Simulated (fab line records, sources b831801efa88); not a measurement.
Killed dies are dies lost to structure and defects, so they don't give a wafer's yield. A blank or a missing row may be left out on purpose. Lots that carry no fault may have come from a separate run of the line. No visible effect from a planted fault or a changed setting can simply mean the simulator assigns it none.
fab line records ; flow sky130
[record] lots = 6; wafers = 18; lastDay = 50
route steps=708 shown METAL2@491 PAD_OPEN@708
lots with no fault: from the same line, run without faults
startH: hours from the record's opening day to when the first of the lot's shown wafers began ; waitH: hours elapsed since this lot's preceding step ; " repeats the value in the row above ; L1.1+2: a row that stands for several wafers ; - no value present, or no start provided ; * or withheld: withheld ; < > ~ a bound
route shown NAME@n: NAME is a module with steps in the file, n the number in the route of the first one ; usual: mean/standard deviation of fault-free wafers ; same: alike in all rows ; chamber/n: place in a boat ; sites: readings site by site ; _std_site: the standard deviation of these ; _edge_site: outer sites' mean less inner sites' ; radiusMm: how far each site lies from the wafer's centre ; mask NAME#n: copy n ; behind: the most recent tool/chamber to have shaped the wafer ; hold: the reason the lot was held/the length of the hold in hours/how it ended ; device: names the non-switching transistor (n, p or np) ; end of line: the tests these same wafers got at the end of their route ; a step with no rows: only its recipe ; killed: at the first sort, the dies lost to defects and structure; wafer yield is something else ; map: per-die view of a wafer (x killed, . not killed, _ where there is no die)
set.NAME: setting as actually run; set.NAME@STEP: the setting as run at that earlier step ; model.NAME: the simulator's own value behind a step, which no gauge read
lots seen at some steps along the route; tables by step, rows by wafer
services: from which hour (startH, from the record's first day; less than 0 if before it) a tool's chamber was out of use, for how many hours, and why
[[steps]]
[step SKY_METAL2_HMDS_08]
[recipe] primeTimeS = 60; primeTempC = 120
[step SKY_METAL2_COAT_09]
[recipe] resist = BARC; tempC = withheld; timeS = withheld; spinRpm = 3000; resistThkNm = 60
[step SKY_METAL2_COAT_10]
[recipe] resist = KrF-thick; spinRpm = 3000; resistThkNm = 450
[step SKY_METAL2_SOFTBAKE_11]
[recipe] tempC = 100; timeS = 90; resist = KrF-thick
[step SKY_METAL2_EXPOSE_12]
[recipe] maskId = MM2; na = 0.8; sourceShape = annular; sigmaInner = 0.55; sigmaOuter = 0.85; targetCdNm = 140; doseMj = 28
[step SKY_METAL2_PEB_13]
[recipe] pebTempC = withheld; pebTimeS = withheld; resist = KrF-thick
[step SKY_METAL2_DEVELOP_14]
[recipe] developTimeS = 60; resist = KrF-thick; devTempC = 21
[step SKY_METAL2_CD_MEAS_15]
[recipe] targetCdNm = 140
[usual] cdNm = 140.1/1.5
lot.wafer;tool;chamber;startH;waitH;cdNm
L656.3;cdSem-02;-;814.24;-;139.8
L656.4;cdSem-02;-;814.24;-;140.0
L656.6;cdSem-02;-;814.24;-;139.6
L666.2;cdSem-01;-;897.87;-;138.7
L666.4;cdSem-01;-;897.87;-;139.8
L666.6;cdSem-01;-;897.87;-;140.2
L674.2;cdSem-02;-;957.45;-;139.9
L674.3;cdSem-02;-;957.45;-;140.8
L674.5;cdSem-02;-;957.45;-;141.3
L675.2;cdSem-02;-;958.38;-;139.0
L675.4;cdSem-02;-;958.38;-;140.0
L675.5;cdSem-02;-;958.38;-;139.2
L676.1;cdSem-02;-;986.23;-;138.2
L676.4;cdSem-02;-;986.23;-;137.3
L676.6;cdSem-02;-;986.23;-;137.3
L679.1;cdSem-01;-;996.76;-;139.9
L679.4;cdSem-01;-;996.76;-;137.7
L679.6;cdSem-01;-;996.76;-;139.5
[step SKY_METAL2_OVL_MEAS_16]
[usual] METAL2_OVL = 2/5.3
lot.wafer;tool;chamber;startH;waitH;METAL2_OVL[nm]
L656.3;overlay-01;-;814.33;0.1;3
L656.4;overlay-01;-;814.33;0.1;6
L656.6;overlay-01;-;814.33;0.1;7
L666.2;overlay-01;-;897.98;0.1;-2
L666.4;overlay-01;-;897.98;0.1;2
L666.6;overlay-01;-;897.98;0.1;-3
L674.2;overlay-02;-;957.56;0.1;3
L674.3;overlay-02;-;957.56;0.1;4
L674.5;overlay-02;-;957.56;0.1;5
L675.2;overlay-02;-;958.49;0.1;-2
L675.4;overlay-02;-;958.49;0.1;0
L675.5;overlay-02;-;958.49;0.1;4
L676.1;overlay-01;-;986.35;0.1;-4
L676.4;overlay-01;-;986.35;0.1;-1
L676.6;overlay-01;-;986.35;0.1;3
L679.1;overlay-02;-;996.88;0.1;7
L679.4;overlay-02;-;996.88;0.1;4
L679.6;overlay-02;-;996.88;0.1;8
[step SKY_METAL2_DESCUM_17]
[recipe] chemistry = O2; sourcePowerW = 150; biasPowerW = 0; pressureMtorr = 10; tempC = 40; timeS = 8
[usual] drypumpMotorCurrentA = 5.9/0.48; oesProductAu = 1.003/0.014
lot.wafer;tool;chamber;startH;waitH;drypumpMotorCurrentA;oesProductAu;rfHoursCounterH
L656.3;rieMetal-01;1;814.37;0.0;6.5;1.012;-
L656.4;rieMetal-01;0;814.37;0.0;5.2;0.991;-
L656.6;rieMetal-01;0;814.37;0.0;5.2;1.006;-
L666.2;rieMetal-02;1;898.01;0.0;6.1;0.975;8
L666.4;rieMetal-02;1;898.01;0.0;6.1;0.983;-
L666.6;rieMetal-02;1;898.01;0.0;6.1;0.977;-
L674.2;rieMetal-01;0;957.59;0.0;5.1;0.980;6
L674.3;rieMetal-01;0;957.59;0.0;5.2;0.969;-
L674.5;rieMetal-01;1;957.59;0.0;6.4;0.997;-
L675.2;rieMetal-02;0;958.52;0.0;5.9;1.006;12
L675.4;rieMetal-02;0;958.52;0.0;5.8;1.010;-
L675.5;rieMetal-02;1;958.52;0.0;6.1;0.998;-
L676.1;rieMetal-01;1;986.39;0.0;6.4;1.012;12
L676.4;rieMetal-01;1;986.39;0.0;6.4;1.022;-
L676.6;rieMetal-01;0;986.39;0.0;5.2;0.992;-
L679.1;rieMetal-01;1;996.92;0.0;6.5;1.011;13
L679.4;rieMetal-01;0;996.92;0.0;5.1;0.997;-
L679.6;rieMetal-01;1;996.92;0.0;6.5;1.011;-
[step SKY_METAL2_ETCH_18]
[recipe] chemistry = N2/H2; target = BARC; ionEnergyEv = 200; biasW = 100; pressureMtorr = 30; n2FlowSccm = 100; h2FlowSccm = 200; icpW = 500; stopOn = SiO2; timeS = 45.9; targetDepthA = 600
[usual] drypumpMotorCurrentA = 5.9/0.48; oesProductAu = 0.855/0.005; throttleValvePct = 13.225/0.01
lot.wafer;tool;chamber;startH;waitH;drypumpMotorCurrentA;oesProductAu;rfHoursCounterH;throttleValvePct
L656.3;rieMetal-01;1;814.41;0.0;6.5;0.848;-;13.225
L656.4;rieMetal-01;0;814.41;0.0;5.2;0.847;-;13.215
L656.6;rieMetal-01;0;814.41;0.0;5.2;0.845;-;13.230
L666.2;rieMetal-02;1;898.04;0.0;6.1;0.860;8;13.239
L666.4;rieMetal-02;1;898.04;0.0;6.1;0.849;-;13.229
L666.6;rieMetal-02;1;898.04;0.0;6.1;0.850;-;13.233
L674.2;rieMetal-01;0;957.62;0.0;5.2;0.850;6;13.217
L674.3;rieMetal-01;0;957.62;0.0;5.2;0.859;-;13.220
L674.5;rieMetal-01;1;957.62;0.0;6.5;0.859;-;13.215
L675.2;rieMetal-02;0;958.55;0.0;5.9;0.856;12;13.214
L675.4;rieMetal-02;0;958.55;0.0;5.9;0.853;-;13.235
L675.5;rieMetal-02;1;958.55;0.0;6.1;0.856;-;13.223
L676.1;rieMetal-01;1;986.42;0.0;6.5;0.860;12;13.228
L676.4;rieMetal-01;1;986.42;0.0;6.5;0.860;-;13.229
L676.6;rieMetal-01;0;986.42;0.0;5.2;0.863;-;13.229
L679.1;rieMetal-01;1;996.95;0.0;6.5;0.860;13;13.237
L679.4;rieMetal-01;0;996.95;0.0;5.2;0.851;-;13.210
L679.6;rieMetal-01;1;996.95;0.0;6.5;0.844;-;13.218
[step SKY_METAL2_METAL_ETCH_19]
[recipe] targetDepthA = 3600; stopOn = SiO2; overEtchFrac = 0.3; timeS = 78; chemistry = Cl2/BCl3; resistSidewallDeg = 88; pressureMtorr = 10; icpW = 900; biasW = 48.5; Cl2_flow_sccm = 60; bcl3FlowSccm = 30
[usual] drypumpMotorCurrentA = 5.9/0.48; oesProductAu = 0.852/0.0064; throttleValvePct = 22.264/0.0096
[same] overEtchFrac = 0.3
lot.wafer;tool;chamber;startH;waitH;drypumpMotorCurrentA;oesProductAu;rfHoursCounterH;throttleValvePct
L656.3;rieMetal-01;1;814.48;0.1;6.5;0.845;-;22.257
L656.4;rieMetal-01;0;814.48;0.1;5.2;0.853;-;22.263
L656.6;rieMetal-01;0;814.48;0.1;5.2;0.854;-;22.251
L666.2;rieMetal-02;1;898.10;0.0;6.1;0.853;8;22.269
L666.4;rieMetal-02;1;898.10;0.0;6.1;0.858;-;22.264
L666.6;rieMetal-02;1;898.10;0.0;6.1;0.847;-;22.267
L674.2;rieMetal-01;0;957.68;0.0;5.2;0.855;6;22.263
L674.3;rieMetal-01;0;957.68;0.0;5.2;0.849;-;22.247
L674.5;rieMetal-01;1;957.68;0.0;6.5;0.860;-;22.265
L675.2;rieMetal-02;0;958.62;0.0;5.9;0.852;12;22.257
L675.4;rieMetal-02;0;958.62;0.0;5.9;0.851;-;22.259
L675.5;rieMetal-02;1;958.62;0.0;6.1;0.864;-;22.270
L676.1;rieMetal-01;1;986.48;0.0;6.5;0.846;12;22.262
L676.4;rieMetal-01;1;986.48;0.0;6.5;0.861;-;22.255
L676.6;rieMetal-01;0;986.48;0.0;5.2;0.862;-;22.265
L679.1;rieMetal-01;1;997.02;0.0;6.4;0.853;13;22.268
L679.4;rieMetal-01;0;997.02;0.0;5.2;0.837;-;22.268
L679.6;rieMetal-01;1;997.02;0.0;6.4;0.854;-;22.271
[step SKY_METAL2_STRIP_20]
[recipe] chemistry = O2/N2; powerW = 1400; pressureMtorr = 1500; platenTempC = withheld; o2FlowSccm = 3000; n2FlowSccm = 300; overashFraction = 0.5
[usual] chamberPressureMTorr = 1500/5; drypumpMotorCurrentA = 5.8/0.3; oesProductAu = 0.343/0.0055; stripTimeToEndpointS = 2.69/0.073
lot.wafer;tool;chamber;startH;waitH;chamberPressureMTorr;drypumpMotorCurrentA;oesProductAu;rfHoursCounterH;stripTimeToEndpointS;model.KrF-thick_of_METAL2_COAT_10.thkNm
L656.3;plasmaAsher-02;1;814.58;0.1;1501;5.5;0.347;-;2.66;0
L656.4;plasmaAsher-02;0;814.58;0.1;1499;6.1;0.346;-;2.65;0
L656.6;plasmaAsher-02;1;814.58;0.1;1499;5.5;0.338;-;2.67;0
L666.2;plasmaAsher-03;1;898.19;0.1;1501;5.7;0.351;47;2.79;0
L666.4;plasmaAsher-03;1;898.19;0.1;1503;5.7;0.351;-;2.79;0
L666.6;plasmaAsher-03;0;898.19;0.1;1500;6.1;0.342;-;2.80;0
L674.2;plasmaAsher-02;1;957.77;0.1;-;-;-;-;-;165.1
L674.3;plasmaAsher-02;0;957.77;0.1;-;-;-;-;-;162.5
L674.5;plasmaAsher-02;1;957.77;0.1;-;-;-;-;-;159.1
L675.2;plasmaAsher-03;0;958.71;0.1;-;-;-;-;-;156.7
L675.4;plasmaAsher-03;1;958.71;0.1;-;-;-;-;-;157.3
L675.5;plasmaAsher-03;1;958.71;0.1;-;-;-;-;-;164.2
L676.1;plasmaAsher-02;0;986.57;0.1;1441;6.1;0.344;113;2.66;0
L676.4;plasmaAsher-02;0;986.57;0.1;1502;6.1;0.347;-;2.64;0
L676.6;plasmaAsher-02;0;986.57;0.1;1502;6.1;0.349;-;2.73;0
L679.1;plasmaAsher-02;0;997.11;0.1;1503;6.1;0.340;114;2.62;0
L679.4;plasmaAsher-02;1;997.11;0.1;1502;5.5;0.346;-;2.74;0
L679.6;plasmaAsher-02;1;997.11;0.1;1500;5.5;0.337;-;2.59;0
[step SKY_METAL2_STRIP_21]
[recipe] chemistry = postEtchResidueRemover; timeS = 1200; tempC = 72.5
[step SKY_PAD_OPEN_PROBE_99]
[usual] defectLimitedYield = 82.8/2.1; killed_at_M0_to_M3 = 42/6.6; killed_at_M4_up = 3.1/1.9; killedAtContacts = 24/5.6; killedAtFrontEnd = 15/4.8; killedAtOther = 0.3/0.48; killedDies = 84/10; killedOnRim = 16/3.9; killedOpen = 47/6.8; killedShort = 37/6.8; sort_bin_3_pad_short = 0.9/0.48; sort_bin_5_function = 10.1/1.4; sort_bin_6_memory = 6.2/1.2; sortNPass = 408/10; sortYieldPct = 82.8/2.1
[same] grossDies = 492; killedAtBackSide = 0; sort_bin_4_leakage[%] = 0; sort_bin_8_speed[%] = 0
lot.wafer;tool;chamber;startH;waitH;defectLimitedYield[%];killed_at_M0_to_M3;killed_at_M4_up;killedAtContacts;killedAtFrontEnd;killedAtOther;killedDies;killedOnRim;killedOpen;killedShort;sort_bin_3_pad_short[%];sort_bin_5_function[%];sort_bin_6_memory[%];sortNPass;sortYieldPct[%]
L656.3;prober-01;-;1071.97;0.2;84.1;41;0;19;18;0;78;15;45;33;0.6;11.6;3.7;414;84.1
L656.4;prober-01;-;1072.02;0.2;82.9;38;5;23;17;1;84;15;43;41;0.4;10.6;6.1;408;82.9
L656.6;prober-01;-;1072.12;0.2;82.9;36;5;25;18;0;84;13;44;40;0.8;8.7;7.5;408;82.9
L666.2;prober-01;-;1137.85;0.1;82.7;35;8;25;17;0;85;12;50;35;0.6;11.0;5.7;407;82.7
L666.4;prober-01;-;1137.95;0.2;82.1;47;1;22;18;0;88;22;50;38;0.8;11.0;6.1;404;82.1
L666.6;prober-01;-;1138.05;0.2;78.0;57;3;27;21;0;108;20;57;51;1.6;11.8;8.5;384;78.0
L674.2;prober-01;-;1180.78;0.1;0.2;439;1;34;16;1;491;95;58;38;0.2;91.5;8.1;1;0.2
L674.3;prober-01;-;1180.83;0.2;0;434;4;32;21;1;492;96;56;39;1.4;93.1;5.5;0;0
L674.5;prober-01;-;1180.93;0.2;0;435;4;31;21;1;492;96;54;54;0.8;92.1;7.1;0;0
L675.2;prober-02;-;1181.49;0.1;0.6;456;2;20;11;0;489;94;41;27;0.6;94.7;4.1;3;0.6
L675.4;prober-02;-;1181.59;0.2;0.4;461;3;13;13;0;490;95;30;30;1.0;94.3;4.3;2;0.4
L675.5;prober-02;-;1181.64;0.2;0.2;445;4;29;13;0;491;95;55;32;0.6;92.5;6.7;1;0.2
L676.1;prober-01;-;1197.77;0.1;84.1;36;6;29;6;1;78;16;51;27;0.2;9.8;5.9;414;84.1
L676.4;prober-01;-;1197.92;0.2;83.1;42;5;23;13;0;83;18;48;35;0.6;10.8;5.5;409;83.1
L676.6;prober-01;-;1198.02;0.2;82.7;33;6;33;13;0;85;16;49;36;0.2;11.4;5.7;407;82.7
L679.1;prober-02;-;1203.38;0.1;85.0;44;1;18;11;0;74;15;43;29;0.4;10.2;4.5;418;85.0
L679.4;prober-02;-;1203.53;0.2;83.9;42;2;21;14;0;79;10;37;42;0.4;9.3;6.3;413;83.9
L679.6;prober-02;-;1203.63;0.2;83.1;44;3;27;9;0;83;18;47;36;0.8;9.3;6.7;409;83.1
// killed by level:class
L656.3 VIA1:geometricParticle:open=12 CONTACT:geometricParticle:open=9 METAL2:geometricParticle:short=7 POLY_GATE:geometricParticle:open=6 FIELD_ISO:geometricParticle:open=5 CONTACT:geometricParticle:short=4 METAL1:geometricParticle:short=4 FIELD_ISO:geometricParticle:short=3
L656.4 CONTACT:geometricParticle:open=9 VIA1:geometricParticle:open=8 METAL2:geometricParticle:short=6 VIA2:geometricParticle:open=6 METAL1:geometricParticle:short=5 VIA2:geometricParticle:short=5 LOCAL_INTERCONNECT:geometricParticle:short=5 POLY_GATE:geometricParticle:short=4
L656.6 CONTACT:geometricParticle:open=10 VIA1:geometricParticle:open=10 LI_CONTACT:geometricParticle:open=8 POLY_GATE:geometricParticle:short=6 VIA3:geometricParticle:open=5 POLY_GATE:geometricParticle:open=4 METAL4:geometricParticle:short=4 METAL1:geometricParticle:short=4
L666.2 VIA1:geometricParticle:open=13 CONTACT:geometricParticle:open=10 METAL4:geometricParticle:short=8 VIA2:geometricParticle:open=7 LI_CONTACT:geometricParticle:open=6 POLY_GATE:geometricParticle:short=5 FIELD_ISO:geometricParticle:open=4 METAL1:geometricParticle:short=4
L666.4 VIA1:geometricParticle:open=11 CONTACT:geometricParticle:open=10 POLY_GATE:geometricParticle:short=9 VIA3:geometricParticle:open=9 LI_CONTACT:geometricParticle:open=6 METAL1:geometricParticle:short=6 FIELD_ISO:geometricParticle:short=5 POLY_GATE:geometricParticle:open=4
L666.6 VIA1:geometricParticle:open=15 VIA3:geometricParticle:open=13 METAL1:geometricParticle:short=9 LI_CONTACT:geometricParticle:open=7 CONTACT:geometricParticle:open=7 FIELD_ISO:geometricParticle:open=6 POLY_GATE:geometricParticle:short=6 CONTACT:geometricParticle:short=5
L674.2 VIA2:areaHdpcvd=395 LI_CONTACT:geometricParticle:open=13 CONTACT:geometricParticle:open=10 VIA3:geometricParticle:open=10 VIA2:geometricParticle:open=7 VIA1:geometricParticle:open=7 FIELD_ISO:geometricParticle:open=6 VIA1:geometricParticle:short=6
L674.3 VIA2:areaHdpcvd=397 LI_CONTACT:geometricParticle:open=12 CONTACT:geometricParticle:open=12 VIA1:geometricParticle:open=7 VIA1:geometricParticle:short=7 POLY_GATE:geometricParticle:open=6 VIA3:geometricParticle:open=6 VIA2:geometricParticle:short=5
L674.5 VIA2:areaHdpcvd=384 VIA3:geometricParticle:open=11 VIA2:geometricParticle:open=10 LOCAL_INTERCONNECT:geometricParticle:short=9 LI_CONTACT:geometricParticle:open=7 FIELD_ISO:geometricParticle:short=6 CONTACT:geometricParticle:open=6 VIA1:geometricParticle:short=6
L675.2 VIA2:areaHdpcvd=421 VIA1:geometricParticle:open=10 LI_CONTACT:geometricParticle:open=8 VIA2:geometricParticle:open=7 METAL1:geometricParticle:short=6 CONTACT:geometricParticle:short=5 CONTACT:geometricParticle:open=5 POLY_GATE:geometricParticle:open=3
L675.4 VIA2:areaHdpcvd=430 CONTACT:geometricParticle:open=6 VIA1:geometricParticle:open=5 FIELD_ISO:geometricParticle:short=4 FIELD_ISO:geometricParticle:open=4 METAL2:geometricParticle:short=4 VIA2:geometricParticle:open=4 POLY_GATE:geometricParticle:short=3
L675.5 VIA2:areaHdpcvd=404 CONTACT:geometricParticle:open=13 VIA1:geometricParticle:open=9 VIA2:geometricParticle:open=8 LI_CONTACT:geometricParticle:open=6 POLY_GATE:geometricParticle:open=5 METAL1:geometricParticle:short=5 LOCAL_INTERCONNECT:geometricParticle:short=4
L676.1 CONTACT:geometricParticle:open=15 VIA2:geometricParticle:open=9 VIA3:geometricParticle:open=7 VIA1:geometricParticle:open=5 VIA1:geometricParticle:short=4 FIELD_ISO:geometricParticle:short=3 LI_CONTACT:geometricParticle:short=3 LI_CONTACT:geometricParticle:open=3
L676.4 CONTACT:geometricParticle:open=10 VIA1:geometricParticle:open=9 VIA2:geometricParticle:open=7 METAL1:geometricParticle:short=6 LI_CONTACT:geometricParticle:open=4 LOCAL_INTERCONNECT:geometricParticle:short=4 CONTACT:geometricParticle:short=4 VIA3:geometricParticle:open=4
L676.6 CONTACT:geometricParticle:open=20 VIA1:geometricParticle:open=7 FIELD_ISO:geometricParticle:short=6 METAL1:geometricParticle:short=6 VIA3:geometricParticle:open=6 LI_CONTACT:geometricParticle:open=4 METAL4:geometricParticle:short=4 LI_CONTACT:geometricParticle:short=3
L679.1 VIA1:geometricParticle:open=13 VIA3:geometricParticle:open=7 METAL2:geometricParticle:short=6 METAL1:geometricParticle:short=6 CONTACT:geometricParticle:open=5 CONTACT:geometricParticle:short=5 VIA2:geometricParticle:open=5 SPACER:geometricParticle:open=4
L679.4 METAL1:geometricParticle:short=9 POLY_GATE:geometricParticle:open=7 CONTACT:geometricParticle:open=7 CONTACT:geometricParticle:short=7 VIA3:geometricParticle:open=6 METAL1:geometricParticle:open=4 VIA1:geometricParticle:open=4 VIA1:geometricParticle:short=4
L679.6 LI_CONTACT:geometricParticle:open=10 VIA1:geometricParticle:open=10 METAL2:geometricParticle:short=8 CONTACT:geometricParticle:open=8 METAL1:geometricParticle:short=7 VIA3:geometricParticle:open=6 VIA1:geometricParticle:short=5 VIA2:geometricParticle:open=5
// map L674.3 (x killed, . not)
__________xxxxxxxxxx_________
________xxxxxxxxxxxxxx_______
______xxxxxxxxxxxxxxxxxx_____
_____xxxxxxxxxxxxxxxxxxxx____
____xxxxxxxxxxxxxxxxxxxxxx___
___xxxxxxxxxxxxxxxxxxxxxxxx__
__xxxxxxxxxxxxxxxxxxxxxxxxxx_
_xxxxxxxxxxxxxxxxxxxxxxxxxxxx
_xxxxxxxxxxxxxxxxxxxxxxxxxxxx
_xxxxxxxxxxxxxxxxxxxxxxxxxxxx
_xxxxxxxxxxxxxxxxxxxxxxxxxxxx
_xxxxxxxxxxxxxxxxxxxxxxxxxxxx
_xxxxxxxxxxxxxxxxxxxxxxxxxxxx
_xxxxxxxxxxxxxxxxxxxxxxxxxxxx
_xxxxxxxxxxxxxxxxxxxxxxxxxxxx
__xxxxxxxxxxxxxxxxxxxxxxxxxx_
___xxxxxxxxxxxxxxxxxxxxxxxx__
____xxxxxxxxxxxxxxxxxxxxxx___
_____xxxxxxxxxxxxxxxxxxxx____
______xxxxxxxxxxxxxxxxxx_____
________xxxxxxxxxxxxxx_______
__________xxxxxxxxxx_________
// map L675.5 (x killed, . not)
__________xxxxxxxxxx_________
________x.xxxxxxxxxxxx_______
______xxxxxxxxxxxxxxxxxx_____
_____xxxxxxxxxxxxxxxxxxxx____
____xxxxxxxxxxxxxxxxxxxxxx___
___xxxxxxxxxxxxxxxxxxxxxxxx__
__xxxxxxxxxxxxxxxxxxxxxxxxxx_
_xxxxxxxxxxxxxxxxxxxxxxxxxxxx
_xxxxxxxxxxxxxxxxxxxxxxxxxxxx
_xxxxxxxxxxxxxxxxxxxxxxxxxxxx
_xxxxxxxxxxxxxxxxxxxxxxxxxxxx
_xxxxxxxxxxxxxxxxxxxxxxxxxxxx
_xxxxxxxxxxxxxxxxxxxxxxxxxxxx
_xxxxxxxxxxxxxxxxxxxxxxxxxxxx
_xxxxxxxxxxxxxxxxxxxxxxxxxxxx
__xxxxxxxxxxxxxxxxxxxxxxxxxx_
___xxxxxxxxxxxxxxxxxxxxxxxx__
____xxxxxxxxxxxxxxxxxxxxxx___
_____xxxxxxxxxxxxxxxxxxxx____
______xxxxxxxxxxxxxxxxxx_____
________xxxxxxxxxxxxxx_______
__________xxxxxxxxxx_________
[[services]]
tool;chamber;startH;hours;kind
rieMetal-01;0;846.76;-;clean
rieMetal-01;0;846.76;19.1;scheduledDown
rieMetal-01;0;846.76;19.1;ventCycle
plasmaAsher-03;-;878.80;18.6;repair
plasmaAsher-02;-;929.94;3.6;repair
rieMetal-01;1;938.43;16.3;repair
plasmaAsher-03;-;988.70;1.8;repair
[[key]]
[firstSign] step = SKY_METAL2_STRIP_20; reading = toolRecord; direction = missing
[effect] step = SKY_PAD_OPEN_PROBE_99; reading = killed_at_M0_to_M3; direction = up; sigmas = 61; usual = 42; struck = 445
[modelEffect] step = SKY_METAL2_STRIP_20; value = KrF-thick_of_METAL2_COAT_10.thkNm; without = 0; struck = 160.8
[moreKillsBornAt] SKY_VIA2_HDPCVD_00@hdpcvd-02 = 2431
metAt SKY_METAL2_STRIP_20
struckWafers L674.2,L674.3,L674.5,L675.2,L675.4,L675.5
laterRowsLeftOut L674.2,L674.3,L674.5,L675.2,L675.4,L675.5
onsetBetween 898.19 957.77
[fault] kind = skippedStepWhole; tool = plasmaAsher-02,plasmaAsher-03; chamber = -; onsetH = 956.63; steps = SKY_METAL2_STRIP_20; scope = struckLotsOnly
// laterRowsLeftOut: the simulator's readings of these wafers behind a module that went badly wrong aren't trusted and aren't shown, but for the sort
